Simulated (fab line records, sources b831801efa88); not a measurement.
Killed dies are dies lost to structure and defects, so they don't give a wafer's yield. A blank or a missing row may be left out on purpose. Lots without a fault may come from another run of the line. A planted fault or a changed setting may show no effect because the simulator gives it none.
fab line records | flow sky130
record lots=11 wafers=33 last_day=52
route steps=708 shown METAL1@439 VIA1@479 PAD_OPEN@708
lots that met no fault: from a run of the same line without faults
start_h: hours from the record's first day to the start of the lot's first wafer shown | wait_h: hours since the lot's step before | " the same as in the row above | L1.1+2: a row that stands for several wafers | - no value, or no start given | * or withheld: withheld | < > ~ a bound
route shown NAME@n: a module of which the file shows steps, and the number in the route of the first | usual: mean/standard deviation of fault-free wafers | same: alike in all rows | chamber/n: place in a boat | sites: the reading at each site | _std_site: their standard deviation | _edge_site: outer sites' mean less inner sites' | radius_mm: how far each site lies from the wafer's centre | mask NAME#n: copy n | behind: the tool/chamber that last shaped the wafer | hold: why the lot was held/for how many hours/how that ended | device: the transistor (n, p or np) that didn't switch | end of line: the same wafers' tests at the end of the route | a step without rows: its recipe alone | killed: dies lost to structure and defects at the first sort, not the wafer's yield | map: a wafer's dies, x killed, . not, _ none there
set.NAME: the setting as run; set.NAME@STEP: as run at that earlier step | model.NAME: the simulator's own value behind a step, which no gauge read
steps of the route over a sample of lots; a table a step, a row a wafer
services: from which hour (start_h, from the record's first day; less than 0 if before it) a tool's chamber was out of use, for how many hours, and why
## steps
# step SKY_METAL1_RS_MEAS_05
# recipe thk_meas_gauge=four-point-probe reads=TiN_of_METAL1_SPUTTER_04+Ti_of_METAL1_SPUTTER_03+AlCu_of_METAL1_SPUTTER_02+TiN_of_METAL1_SPUTTER_01+Ti_of_METAL1_SPUTTER_00
# usual METAL1_ALCU_RS=0.1268/0.0015
# columns lot.wafer tool chamber start_h wait_h METAL1_ALCU_RS[ohm/sq]
L147.1 film_metro-03 - 684.24 0.0 0.1296
L147.3 " - " " 0.1292
L147.6 " - " " 0.1292
L150.2 film_metro-03 - 700.60 0.0 0.1273
L150.4 " - " " 0.1279
L150.5 " - " " 0.1263
L152.1 film_metro-02 - 710.09 0.0 0.1240
L152.2 " - " " 0.1267
L152.6 " - " " 0.1249
L151.1 film_metro-01 - 712.07 0.0 0.1278
L151.4 " - " " 0.1267
L151.5 " - " " 0.1269
L153.2 film_metro-03 - 725.73 0.0 0.1263
L153.4 " - " " 0.1250
L153.6 " - " " 0.1259
L159.1 film_metro-02 - 762.73 0.0 0.1271
L159.3 " - " " 0.1261
L159.4 " - " " 0.1264
L160.1 film_metro-02 - 764.79 0.0 0.1273
L160.4 " - " " 0.1259
L160.6 " - " " 0.1265
L161.1 film_metro-02 - 774.33 0.0 0.1256
L161.2 " - " " 0.1258
L161.5 " - " " 0.1264
L166.2 film_metro-02 - 978.50 0.0 0.1248
L166.3 " - " " 0.1262
L166.4 " - " " 0.1249
L168.2 film_metro-01 - 986.75 0.0 0.1276
L168.4 " - " " 0.1260
L168.6 " - " " 0.1280
L169.2 film_metro-03 - 988.57 0.0 0.1274
L169.3 " - " " 0.1278
L169.5 " - " " 0.1265
# step SKY_METAL1_THK_MEAS_06
# recipe thk_meas_gauge=xrf reads=AlCu_of_METAL1_SPUTTER_02
# usual METAL1_ALCU_THK=246/3.5
# columns lot.wafer tool chamber start_h wait_h METAL1_ALCU_THK[nm]
L147.1 film_metro-03 - 684.36 0.1 240
L147.3 " - " " 239
L147.6 " - " " 240
L150.2 film_metro-03 - 700.71 0.1 244
L150.4 " - " " 242
L150.5 " - " " 245
L152.1 film_metro-02 - 710.21 0.1 250
L152.2 " - " " 248
L152.6 " - " " 251
L151.1 film_metro-01 - 712.19 0.1 248
L151.4 " - " " 248
L151.5 " - " " 249
L153.2 film_metro-03 - 725.84 0.1 246
L153.4 " - " " 249
L153.6 " - " " 247
L159.1 film_metro-02 - 762.85 0.1 246
L159.3 " - " " 249
L159.4 " - " " 247
L160.1 film_metro-02 - 764.91 0.1 246
L160.4 " - " " 247
L160.6 " - " " 247
L161.1 film_metro-02 - 774.45 0.1 250
L161.2 " - " " 248
L161.5 " - " " 246
L166.2 film_metro-02 - 978.61 0.1 251
L166.3 " - " " 248
L166.4 " - " " 251
L168.2 film_metro-01 - 986.86 0.1 247
L168.4 " - " " 248
L168.6 " - " " 245
L169.2 film_metro-03 - 988.68 0.1 244
L169.3 " - " " 242
L169.5 " - " " 245
# step SKY_METAL1_STRIP_20
# recipe chemistry=O2/N2 power_w=1400 pressure_mtorr=1500 platen_temp_c=withheld o2_flow_sccm=3000 n2_flow_sccm=300 overash_fraction=0.5
# usual drypump_motor_current_A=5.85/0.27 o2_flow_sccm=2999/9.4 oes_product_au=0.344/0.005 strip_time_to_endpoint_s=2.72/0.043
# columns lot.wafer tool chamber start_h wait_h drypump_motor_current_A o2_flow_sccm oes_product_au rf_hours_counter_h strip_time_to_endpoint_s
L147.1 plasma_asher-03 1 712.78 0.1 6.18 2989 0.340 88 2.65
L147.3 " 0 " " 5.86 3009 0.348 - 2.64
L147.6 " 1 " " 6.17 2987 0.335 - 2.64
L150.2 plasma_asher-03 0 729.90 0.1 5.84 3001 0.343 90 2.72
L150.4 " 1 " " 6.17 3006 0.344 - 2.71
L150.5 " 1 " " 6.19 3008 0.338 - 2.73
L152.1 plasma_asher-03 0 739.43 0.1 5.83 3008 0.348 91 2.68
L152.2 " 1 " " 6.19 3001 0.341 91 2.74
L152.6 " 1 " " 6.18 2993 0.342 - 2.75
L151.1 plasma_asher-03 0 741.83 0.1 5.83 3021 0.344 91 2.76
L151.4 " 0 " " 5.83 3004 0.345 - 2.63
L151.5 " 1 " " 6.16 3011 0.343 - 2.77
L153.2 plasma_asher-03 0 755.52 0.1 5.84 3000 0.350 92 2.79
L153.4 " 1 " " 6.15 2990 0.351 - 2.73
L153.6 " 1 " " 6.15 2997 0.335 - 2.74
L159.1 plasma_asher-04 0 789.25 0.1 5.56 2996 0.340 5 2.67
L159.3 " 0 " " 5.57 3009 0.339 - 2.68
L159.4 " 1 " " 5.88 2999 0.349 - 2.79
L160.1 plasma_asher-01 1 791.15 0.1 6.06 2993 0.346 60 2.76
L160.4 " 1 " " 6.02 3012 0.341 - 2.69
L160.6 " 1 " " 6.06 3001 0.345 - 2.78
L161.1 plasma_asher-04 0 800.37 0.1 5.55 2979 0.345 6 2.68
L161.2 " 1 " " 5.90 3003 0.335 6 2.72
L161.5 " 1 " " 5.88 2997 0.349 - 2.71
L166.2 plasma_asher-03 0 1004.33 0.1 5.83 2995 0.350 118 2.73
L166.3 " 0 " " 5.81 3008 0.335 - 2.75
L166.4 " 1 " " 6.16 3012 0.344 - 2.75
L168.2 plasma_asher-01 0 1011.23 0.1 5.25 3006 0.346 83 2.77
L168.4 " 1 " " 6.11 3008 0.346 - 2.78
L168.6 " 1 " " 6.03 3016 0.336 - 2.67
L169.2 plasma_asher-01 0 1012.83 0.1 5.25 3003 0.341 83 2.72
L169.3 " 0 " " 5.20 3006 0.344 - 2.71
L169.5 " 0 " " 5.21 3003 0.342 - 2.70
# step SKY_VIA1_CVD_21
# recipe material=W target_thk_nm=270 time_s=80.902 temp_c=400 pressure_torr=40
# usual chamber_pressure_Torr=40.00/0.079 heater_power_outer_w=505/44 heater_power_w=826/49
# columns lot.wafer tool chamber start_h wait_h chamber_pressure_Torr heater_power_outer_w heater_power_w
L147.1 cvd_w-02 1 744.21 0.0 39.91 561 872
L147.3 " 0 " " 39.82 487 791
L147.6 " 1 " " 40.09 573 877
L150.2 cvd_w-01 1 760.23 0.0 39.96 521 829
L150.4 " 0 " " 40.03 469 766
L150.5 " 1 " " 40.00 522 866
L152.1 cvd_w-02 0 768.47 0.0 39.93 478 797
L152.2 " 1 " " 40.17 560 863
L152.6 " 0 " " 39.85 493 795
L151.1 cvd_w-01 0 770.53 0.0 39.97 451 794
L151.4 " 0 " " 40.02 459 781
L151.5 " 0 " " 40.08 464 795
L153.2 cvd_w-01 0 782.67 0.0 40.07 471 800
L153.4 " 0 " " 40.02 455 784
L153.6 " 1 " " 40.01 520 872
L159.1 cvd_w-01 0 818.67 0.0 - - -
L159.3 " 1 " " - - -
L159.4 " 0 " " - - -
L160.1 cvd_w-02 0 820.34 0.0 - - -
L160.4 " 0 " " - - -
L160.6 " 0 " " - - -
L161.1 cvd_w-01 0 830.43 0.0 - - -
L161.2 " 1 " " - - -
L161.5 " 1 " " - - -
L166.2 cvd_w-01 1 1028.57 0.0 40.13 544 852
L166.3 " 0 " " 39.99 424 732
L166.4 " 1 " " 40.00 526 863
L168.2 cvd_w-01 0 1035.93 0.0 39.97 429 722
L168.4 " 1 " " 39.95 524 864
L168.6 " 1 " " 40.01 517 913
L169.2 cvd_w-01 1 1036.43 0.0 39.89 512 863
L169.3 " 0 " " 39.99 422 720
L169.5 " 0 " " 40.06 429 718
# step SKY_VIA1_RS_MEAS_22
# recipe thk_meas_gauge=four-point-probe reads=W_of_VIA1_CVD_21+TiN_of_VIA1_SPUTTER_20
# usual VIA1_W_RS=0.425/0.005
# columns lot.wafer tool chamber start_h wait_h VIA1_W_RS[ohm/sq]
L147.1 film_metro-01 - 744.30 0.1 0.427
L147.3 " - " " 0.429
L147.6 " - " " 0.422
L150.2 film_metro-02 - 760.35 0.1 0.427
L150.4 " - " " 0.424
L150.5 " - " " 0.430
L152.1 film_metro-01 - 768.56 0.1 0.432
L152.2 " - " " 0.421
L152.6 " - " " 0.429
L151.1 film_metro-01 - 770.63 0.1 0.417
L151.4 " - " " 0.417
L151.5 " - " " 0.418
L153.2 film_metro-04 - 782.79 0.1 0.421
L153.4 " - " " 0.420
L153.6 " - " " 0.423
L159.1 film_metro-04 - 818.76 0.1 58.535
L159.3 " - " " 58.854
L159.4 " - " " 59.286
L160.1 film_metro-02 - 820.43 0.1 58.216
L160.4 " - " " 58.696
L160.6 " - " " 57.674
L161.1 film_metro-04 - 830.53 0.1 57.962
L161.2 " - " " 59.141
L161.5 " - " " 58.929
L166.2 film_metro-02 - 1028.68 0.1 0.423
L166.3 " - " " 0.419
L166.4 " - " " 0.421
L168.2 film_metro-02 - 1036.04 0.1 0.419
L168.4 " - " " 0.427
L168.6 " - " " 0.428
L169.2 film_metro-02 - 1036.55 0.1 0.419
L169.3 " - " " 0.418
L169.5 " - " " 0.416
# step SKY_VIA1_THK_MEAS_23
# recipe thk_meas_gauge=xrf reads=W_of_VIA1_CVD_21
# usual VIA1_W_THK=264/3.4
# columns lot.wafer tool chamber start_h wait_h VIA1_W_THK[nm]
L147.1 film_metro-01 - 744.42 0.1 265
L147.3 " - " " 261
L147.6 " - " " 267
L150.2 film_metro-02 - 760.46 0.1 262
L150.4 " - " " 263
L150.5 " - " " 260
L152.1 film_metro-01 - 768.68 0.1 263
L152.2 " - " " 269
L152.6 " - " " 265
L151.1 film_metro-01 - 770.75 0.1 269
L151.4 " - " " 271
L151.5 " - " " 270
L153.2 film_metro-04 - 782.90 0.1 268
L153.4 " - " " 270
L153.6 " - " " 267
L159.1 film_metro-04 - 818.88 0.1 <0
L159.3 " - " " <0
L159.4 " - " " <0
L160.1 film_metro-02 - 820.55 0.1 <0
L160.4 " - " " <0
L160.6 " - " " <0
L161.1 film_metro-04 - 830.65 0.1 <0
L161.2 " - " " <0
L161.5 " - " " <0
L166.2 film_metro-02 - 1028.79 0.1 265
L166.3 " - " " 268
L166.4 " - " " 266
L168.2 film_metro-02 - 1036.15 0.1 270
L168.4 " - " " 264
L168.6 " - " " 263
L169.2 film_metro-02 - 1036.66 0.1 269
L169.3 " - " " 270
L169.5 " - " " 270
# step SKY_PAD_OPEN_PROBE_99
# usual defect_limited_yield=82.5/1.9 killed_at_M0_to_M3=43/7 killed_at_M4_up=2.7/1.6 killed_at_contacts=24/5.3 killed_at_front_end=16/4.6 killed_at_other=0.3/0.53 killed_dies=86/9.3 killed_on_rim=17/4 killed_open=47/6.9 killed_short=38/6.1 sort_bin_3_pad_short=0.9/0.4 sort_bin_5_function=10.3/1.4 sort_bin_6_memory=6.3/1.1 sort_n_pass=406/9.3 sort_yield_pct=82.5/1.9
# same gross_dies=492 killed_at_back_side=0 sort_bin_4_leakage[%]=0 sort_bin_8_speed[%]=0
# columns lot.wafer tool chamber start_h wait_h defect_limited_yield[%] killed_at_M0_to_M3 killed_at_M4_up killed_at_contacts killed_at_front_end killed_at_other killed_dies killed_on_rim killed_open killed_short sort_bin_3_pad_short[%] sort_bin_5_function[%] sort_bin_6_memory[%] sort_n_pass sort_yield_pct[%]
L151.1 prober-01 - 1060.99 0.1 85.6 30 5 19 17 0 71 16 29 42 0.4 9.1 4.9 421 85.6
L151.4 prober-01 - 1061.14 0.2 83.5 35 1 29 16 0 81 15 46 35 0.4 10.4 5.7 411 83.5
L151.5 prober-01 - 1061.19 0.2 83.1 42 4 21 15 1 83 21 48 35 1.2 10.0 5.7 409 83.1
L153.2 prober-02 - 1069.56 0.1 88.2 29 1 14 14 0 58 7 33 25 0.6 6.3 4.9 434 88.2
L153.4 prober-02 - 1069.66 0.2 87.6 31 3 15 12 0 61 15 37 24 0 6.9 5.5 431 87.6
L153.6 prober-02 - 1069.76 0.2 85.8 37 3 19 11 0 70 17 35 35 0.6 7.9 5.7 422 85.8
L159.1 prober-02 - 1097.70 0.1 0 457 5 10 20 0 492 96 38 37 0.8 94.1 5.1 0 0
L159.3 prober-02 - 1097.80 0.2 0 452 5 20 15 0 492 96 46 38 0.6 93.5 5.9 0 0
L159.4 prober-02 - 1097.85 0.2 0 455 4 18 14 1 492 96 39 34 0.6 94.9 4.5 0 0
L160.1 prober-01 - 1098.91 0.1 0 462 2 19 9 0 492 96 54 38 1.0 92.1 6.9 0 0
L160.4 prober-01 - 1099.06 0.2 0 438 3 39 12 0 492 96 55 39 0.6 91.3 8.1 0 0
L160.6 prober-01 - 1099.16 0.2 0 456 2 22 11 1 492 96 52 36 0.2 94.9 4.9 0 0
L161.1 prober-02 - 1103.86 0.1 0 451 2 25 14 0 492 96 46 34 1.0 93.5 5.5 0 0
L161.2 prober-02 - 1103.91 0.1 0 446 2 24 20 0 492 96 44 42 1.2 91.9 6.9 0 0
L161.5 prober-02 - 1104.06 0.2 0 453 2 27 9 1 492 96 46 37 1.4 93.5 5.1 0 0
# killed by level:class
L151.1 METAL2:geometric_particle:short=7 CONTACT:geometric_particle:open=7 CONTACT:geometric_particle:short=6 METAL4:geometric_particle:short=5 VIA1:geometric_particle:open=5 FIELD_ISO:geometric_particle:open=4 VIA3:geometric_particle:short=4 VIA3:geometric_particle:open=4
L151.4 CONTACT:geometric_particle:open=12 VIA1:geometric_particle:open=9 VIA1:geometric_particle:short=7 LI_CONTACT:geometric_particle:open=5 LOCAL_INTERCONNECT:geometric_particle:short=5 METAL1:geometric_particle:short=5 VIA3:geometric_particle:open=5 FIELD_ISO:geometric_particle:short=4
L151.5 VIA1:geometric_particle:open=11 VIA2:geometric_particle:open=9 CONTACT:geometric_particle:open=8 FIELD_ISO:geometric_particle:open=6 METAL1:geometric_particle:short=5 LOCAL_INTERCONNECT:geometric_particle:short=5 CONTACT:geometric_particle:short=4 VIA1:geometric_particle:short=4
L153.2 VIA1:geometric_particle:open=10 FIELD_ISO:geometric_particle:short=7 VIA2:geometric_particle:open=6 CONTACT:geometric_particle:open=5 POLY_GATE:geometric_particle:short=4 VIA1:geometric_particle:short=4 VIA3:geometric_particle:open=4 CONTACT:geometric_particle:short=3
L153.4 CONTACT:geometric_particle:open=7 VIA1:geometric_particle:open=7 VIA3:geometric_particle:open=7 LI_CONTACT:geometric_particle:open=5 METAL2:geometric_particle:short=5 VIA2:geometric_particle:open=4 FIELD_ISO:geometric_particle:open=3 VIA2:geometric_particle:short=3
L153.6 VIA1:geometric_particle:open=10 METAL2:geometric_particle:short=6 VIA2:geometric_particle:open=6 LI_CONTACT:geometric_particle:short=5 CONTACT:geometric_particle:open=5 POLY_GATE:geometric_particle:short=4 LI_CONTACT:geometric_particle:open=4 FIELD_ISO:geometric_particle:short=3
L159.1 VIA1:area_cvd=417 FIELD_ISO:geometric_particle:short=8 METAL1:geometric_particle:short=8 VIA3:geometric_particle:open=8 VIA1:geometric_particle:open=7 VIA2:geometric_particle:open=7 POLY_GATE:geometric_particle:short=4 POLY_GATE:geometric_particle:open=4
L159.3 VIA1:area_cvd=408 VIA3:geometric_particle:open=11 VIA1:geometric_particle:open=9 CONTACT:geometric_particle:open=7 FIELD_ISO:geometric_particle:short=6 VIA2:geometric_particle:open=6 FIELD_ISO:geometric_particle:open=5 CONTACT:geometric_particle:short=5
L159.4 VIA1:area_cvd=419 VIA1:geometric_particle:open=8 VIA3:geometric_particle:open=7 LI_CONTACT:geometric_particle:open=5 CONTACT:geometric_particle:open=5 VIA2:geometric_particle:open=5 FIELD_ISO:geometric_particle:short=4 POLY_GATE:geometric_particle:open=4
L160.1 VIA1:area_cvd=400 VIA3:geometric_particle:open=12 VIA1:geometric_particle:open=10 CONTACT:geometric_particle:open=9 VIA1:geometric_particle:short=8 METAL1:geometric_particle:short=7 VIA2:geometric_particle:open=6 LI_CONTACT:geometric_particle:open=6
L160.4 VIA1:area_cvd=398 CONTACT:geometric_particle:open=16 LI_CONTACT:geometric_particle:open=12 VIA3:geometric_particle:open=8 VIA2:geometric_particle:open=8 METAL2:geometric_particle:short=6 CONTACT:geometric_particle:short=5 LOCAL_INTERCONNECT:geometric_particle:short=4
L160.6 VIA1:area_cvd=404 VIA1:geometric_particle:open=16 VIA3:geometric_particle:open=11 LI_CONTACT:geometric_particle:open=7 METAL1:geometric_particle:short=6 VIA1:geometric_particle:short=5 METAL2:geometric_particle:short=5 FIELD_ISO:geometric_particle:open=4
L161.1 VIA1:area_cvd=412 CONTACT:geometric_particle:open=11 VIA1:geometric_particle:open=8 LI_CONTACT:geometric_particle:open=7 METAL2:geometric_particle:short=7 VIA2:geometric_particle:open=7 VIA3:geometric_particle:open=6 POLY_GATE:geometric_particle:short=5
L161.2 VIA1:area_cvd=406 VIA1:geometric_particle:open=11 FIELD_ISO:geometric_particle:short=6 POLY_GATE:geometric_particle:short=6 LI_CONTACT:geometric_particle:open=6 METAL2:geometric_particle:short=6 VIA3:geometric_particle:open=6 CONTACT:geometric_particle:short=5
L161.5 VIA1:area_cvd=409 CONTACT:geometric_particle:open=9 VIA1:geometric_particle:open=8 VIA2:geometric_particle:open=6 LOCAL_INTERCONNECT:geometric_particle:short=6 METAL1:geometric_particle:short=6 LI_CONTACT:geometric_particle:open=5 FIELD_ISO:geometric_particle:open=4
## services
# columns tool chamber start_h hours kind
plasma_asher-04 - 733.75 9.0 pm
plasma_asher-04 0 733.75 9.0 vent_cycle
plasma_asher-04 1 733.75 9.0 vent_cycle
plasma_asher-04 0 742.75 - clean
plasma_asher-04 1 742.75 - clean
cvd_w-01 - 820.61 0.6 repair
plasma_asher-01 - 870.36 0.9 repair
cvd_w-01 - 879.87 0.5 repair
plasma_asher-04 - 892.34 11.9 repair
cvd_w-01 - 904.00 14.0 pm
cvd_w-01 0 904.00 14.0 vent_cycle
cvd_w-01 1 904.00 14.0 vent_cycle
cvd_w-01 0 918.00 - clean
cvd_w-01 1 918.00 - clean
cvd_w-02 - 930.68 0.8 repair
plasma_asher-04 - 931.85 0.4 repair
plasma_asher-01 - 956.78 0.7 repair
cvd_w-01 - 985.43 0.9 repair
plasma_asher-01 - 1021.54 10.0 pm
## key
first_sign step=SKY_VIA1_CVD_21 reading=tool_record direction=missing
effect step=SKY_VIA1_RS_MEAS_22 reading=VIA1_W_RS direction=up sigmas=99+ usual=0.425 struck=58.588
effect step=SKY_VIA1_THK_MEAS_23 reading=VIA1_W_THK direction=down sigmas=77 usual=264 struck=<0
effect step=SKY_PAD_OPEN_PROBE_99 reading=sort_bin_5_function direction=up sigmas=60 usual=10.3 struck=93.3
more_kills_born_at SKY_VIA1_CVD_21@cvd_w-01=2456 SKY_VIA1_CVD_21@cvd_w-02=1199
met_at SKY_VIA1_CVD_21
struck_lots L159,L160,L161
later_rows_left_out L159.1,L159.3,L159.4,L160.1,L160.4,L160.6,L161.1,L161.2,L161.5
not_acting_at SKY_METAL1_RS_MEAS_05,SKY_METAL1_THK_MEAS_06,SKY_METAL1_STRIP_20
onset_between 782.67 818.67
fault kind=skipped_step_whole tool=cvd_w-01,cvd_w-02 chamber=- onset_h=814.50 steps=SKY_VIA1_CVD_21 scope=struck_lots_only
# later_rows_left_out: the simulator's readings of these wafers behind a module that went badly wrong aren't trusted and aren't shown, but for the sort
